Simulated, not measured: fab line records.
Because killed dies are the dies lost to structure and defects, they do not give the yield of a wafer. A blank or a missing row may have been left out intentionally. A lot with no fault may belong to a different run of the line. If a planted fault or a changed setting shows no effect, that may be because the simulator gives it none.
Which tool did it? :: flow sky130 :: 12 lots with 36 wafers sampled at 4 steps, on a route of 708 steps

== WHAT THE GAUGES READ, wafer by wafer ==
SKY_VIA3_RS_MEAS_22: measures by four-point-probe. Usual: VIA3_W_RS gives 0.294 ohm/sq (standard deviation 0.0044).
lot: L905
measured: day 39 05:43
on: film-metro-04
VIA3_W_RS (ohm/sq): 0.298 0.297 0.296
flag: 

lot: L906
measured: day 39 19:34
on: film-metro-04
VIA3_W_RS (ohm/sq): 0.298 0.291 0.292
flag: 

lot: L907
measured: day 40 07:11
on: film-metro-01
VIA3_W_RS (ohm/sq): 0.298 0.298 0.299
flag: 

lot: L909
measured: day 40 17:16
on: film-metro-03
VIA3_W_RS (ohm/sq): 0.290 0.287 0.293
flag: 

lot: L911
measured: day 41 21:43
on: film-metro-04
VIA3_W_RS (ohm/sq): 0.294 0.296 0.293
flag: 

lot: L912
measured: day 42 00:25
on: film-metro-04
VIA3_W_RS (ohm/sq): 0.293 0.290 0.290
flag: 

lot: L920
measured: day 44 02:46
on: film-metro-03
VIA3_W_RS (ohm/sq): 0.298 0.294 0.289
flag: 

lot: L922
measured: day 44 19:38
on: film-metro-04
VIA3_W_RS (ohm/sq): 0.292 0.300 0.293
flag: 

lot: L924
measured: day 45 01:54
on: film-metro-01
VIA3_W_RS (ohm/sq): 0.292 0.296 0.291
flag: 

lot: L925
measured: day 45 06:40
on: film-metro-03
VIA3_W_RS (ohm/sq): 0.285 0.289 0.285
flag: 

lot: L927
measured: day 45 18:34
on: film-metro-03
VIA3_W_RS (ohm/sq): 0.291 0.290 0.290
flag: 

lot: L928
measured: day 46 04:19
on: film-metro-03
VIA3_W_RS (ohm/sq): 0.298 0.300 0.302
flag: 

== TOOL THAT RAN EACH LOT (tool first, then ch and the chambers of the sampled wafers, then the start) ==
lot: L905
SKY_METAL1_CLEAN_23: wet-bench-01 ch 1, day 32 01:32
SKY_CAPM_METAL_ETCH_13: rie-metal-02 ch 1, day 36 21:31
SKY_VIA3_CMP_02: cmp-01 ch 0,1,3, day 38 03:05

lot: L906
SKY_METAL1_CLEAN_23: wet-bench-01 ch 3, day 32 19:06
SKY_CAPM_METAL_ETCH_13: rie-metal-03 ch 0,1, day 37 14:19
SKY_VIA3_CMP_02: cmp-02 ch 0,1, day 38 18:04

lot: L907
SKY_METAL1_CLEAN_23: wet-bench-02 ch 1, day 33 08:52
SKY_CAPM_METAL_ETCH_13: rie-metal-03 ch 0,1, day 38 01:43
SKY_VIA3_CMP_02: cmp-02 ch 0,1,3, day 39 05:00

lot: L909
SKY_METAL1_CLEAN_23: wet-bench-02 ch 2, day 33 18:16
SKY_CAPM_METAL_ETCH_13: rie-metal-01 ch 0,1, day 38 12:30
SKY_VIA3_CMP_02: cmp-02 ch 1,2, day 39 15:42

lot: L911
SKY_METAL1_CLEAN_23: wet-bench-03 ch 2, day 35 01:35
SKY_CAPM_METAL_ETCH_13: rie-metal-02 ch 0,1, day 39 17:33
SKY_VIA3_CMP_02: cmp-02 ch 0,3, day 40 20:20

lot: L912
SKY_METAL1_CLEAN_23: wet-bench-02 ch 2, day 35 03:23
SKY_CAPM_METAL_ETCH_13: rie-metal-01 ch 0, day 39 20:49
SKY_VIA3_CMP_02: cmp-02 ch 0,2,3, day 40 23:20

lot: L920
SKY_METAL1_CLEAN_23: wet-bench-02 ch 1, day 37 16:46
SKY_CAPM_METAL_ETCH_13: rie-metal-02 ch 0,1, day 42 01:25
SKY_VIA3_CMP_02: cmp-01 ch 0,1,2, day 43 02:53

lot: L922
SKY_METAL1_CLEAN_23: wet-bench-02 ch 2, day 38 12:02
SKY_CAPM_METAL_ETCH_13: rie-metal-02 ch 0,1, day 42 18:47
SKY_VIA3_CMP_02: cmp-01 ch 1,2,3, day 43 19:35

lot: L924
SKY_METAL1_CLEAN_23: wet-bench-03 ch 2, day 38 20:58
SKY_CAPM_METAL_ETCH_13: rie-metal-03 ch 0,1, day 43 02:16
SKY_VIA3_CMP_02: cmp-02 ch 1,2, day 44 02:44

lot: L925
SKY_METAL1_CLEAN_23: wet-bench-01 ch 1, day 39 02:19
SKY_CAPM_METAL_ETCH_13: rie-metal-02 ch 0,1, day 43 06:46
SKY_VIA3_CMP_02: cmp-01 ch 0,1,3, day 44 07:11

lot: L927
SKY_METAL1_CLEAN_23: wet-bench-01 ch 0, day 39 17:25
SKY_CAPM_METAL_ETCH_13: rie-metal-01 ch 0,1, day 43 20:31
SKY_VIA3_CMP_02: cmp-01 ch 0,1,3, day 44 20:19

lot: L928
SKY_METAL1_CLEAN_23: wet-bench-02 ch 3, day 40 01:41
SKY_CAPM_METAL_ETCH_13: rie-metal-02 ch 0,1, day 44 05:43
SKY_VIA3_CMP_02: cmp-01 ch 0,2, day 45 05:58
- SKY_METAL1_CLEAN_23: cleans in O3/DIW.
- SKY_CAPM_METAL_ETCH_13: etches TiN in Cl2/BCl3, stops on SiO2, target depth 220 nm, time 62.9 s.
- SKY_VIA3_CMP_02: polishes SiO2.

== AS READ BY THE TOOLS THEMSELVES (means over the sampled wafers that have a number; for cases with no such wafer, the mark the record gives instead) ==
SKY_CAPM_METAL_ETCH_13. Usual: drypump-motor-current-A 5.7 A, standard deviation 0.51; oes-product-au 0.940 a.u., standard deviation 0.0087; throttle-valve-pct 21.903 %, standard deviation 0.01.
lot: L905
tool: rie-metal-02
drypump-motor-current-A (A): 5.4
oes-product-au (a.u.): 0.942
throttle-valve-pct (%): 21.907
flag: 

lot: L906
tool: rie-metal-03
drypump-motor-current-A (A): 5.6
oes-product-au (a.u.): 0.948
throttle-valve-pct (%): 21.897
flag: 

lot: L907
tool: rie-metal-03
drypump-motor-current-A (A): 5.5
oes-product-au (a.u.): 0.947
throttle-valve-pct (%): 21.902
flag: 

lot: L909
tool: rie-metal-01
drypump-motor-current-A (A): 5.4
oes-product-au (a.u.): 0.938
throttle-valve-pct (%): 21.897
flag: 

lot: L911
tool: rie-metal-02
drypump-motor-current-A (A): 5.7
oes-product-au (a.u.): 0.946
throttle-valve-pct (%): 21.900
flag: 

lot: L912
tool: rie-metal-01
drypump-motor-current-A (A): 6.3
oes-product-au (a.u.): 0.944
throttle-valve-pct (%): 21.902
flag: 

lot: L920
tool: rie-metal-02
drypump-motor-current-A (A): 5.7
oes-product-au (a.u.): 0.942
throttle-valve-pct (%): 21.908
flag: 

lot: L922
tool: rie-metal-02
drypump-motor-current-A (A): 6.0
oes-product-au (a.u.): 0.940
throttle-valve-pct (%): 21.896
flag: 

lot: L924
tool: rie-metal-03
drypump-motor-current-A (A): 5.5
oes-product-au (a.u.): 0.930
throttle-valve-pct (%): 21.911
flag: 

lot: L925
tool: rie-metal-02
drypump-motor-current-A (A): 5.7
oes-product-au (a.u.): 0.936
throttle-valve-pct (%): 21.905
flag: 

lot: L927
tool: rie-metal-01
drypump-motor-current-A (A): 5.9
oes-product-au (a.u.): 0.929
throttle-valve-pct (%): 21.914
flag: 

lot: L928
tool: rie-metal-02
drypump-motor-current-A (A): 6.0
oes-product-au (a.u.): 0.943
throttle-valve-pct (%): 21.895
flag: 

SKY_VIA3_CMP_02. Usual: motor-current-A 12.7 A, standard deviation 1.4; retaining-ring-pressure-frac 1.000, standard deviation 0.0048.
lot: L905
tool: cmp-01
motor-current-A (A): 12.5
retaining-ring-pressure-frac: 1.001
flag: 

lot: L906
tool: cmp-02
motor-current-A (A): 12.0
retaining-ring-pressure-frac: 0.998
flag: 

lot: L907
tool: cmp-02
motor-current-A (A): 12.6
retaining-ring-pressure-frac: 0.998
flag: 

lot: L909
tool: cmp-02
motor-current-A (A): 11.9
retaining-ring-pressure-frac: 1.001
flag: 

lot: L911
tool: cmp-02
motor-current-A (A): 13.9
retaining-ring-pressure-frac: 1.000
flag: 

lot: L912
tool: cmp-02
motor-current-A (A): 13.3
retaining-ring-pressure-frac: 0.995
flag: 

lot: L920
tool: cmp-01
motor-current-A (A): 12.7
retaining-ring-pressure-frac: 1.002
flag: 

lot: L922
tool: cmp-01
motor-current-A (A): 12.9
retaining-ring-pressure-frac: 1.003
flag: 

lot: L924
tool: cmp-02
motor-current-A (A): 11.7
retaining-ring-pressure-frac: 1.002
flag: 

lot: L925
tool: cmp-01
motor-current-A (A): 12.3
retaining-ring-pressure-frac: 0.999
flag: 

lot: L927
tool: cmp-01
motor-current-A (A): 12.1
retaining-ring-pressure-frac: 1.003
flag: 

lot: L928
tool: cmp-01
motor-current-A (A): 13.8
retaining-ring-pressure-frac: 0.997
flag: 

== THE ANSWER, worked out from the rows above alone ==
Rule: lot off if the mean of its wafers having a number is beyond 3 standard deviations from the usual mean. Also off: a lot with no number at a reading for which 4 or more lots have one. Any other lot the step has rows for is counted as sound. The gauges are gone through in route order, then the tools' own readings, and for those a lot's mean is taken as printed above. At the first step where some lot is off, the reading lying furthest off is the one used; lots without a number count as furthest.
None of the lots is off at any reading shown; this tells nothing.

== WHAT THE SIMULATOR HAD INSERTED ==
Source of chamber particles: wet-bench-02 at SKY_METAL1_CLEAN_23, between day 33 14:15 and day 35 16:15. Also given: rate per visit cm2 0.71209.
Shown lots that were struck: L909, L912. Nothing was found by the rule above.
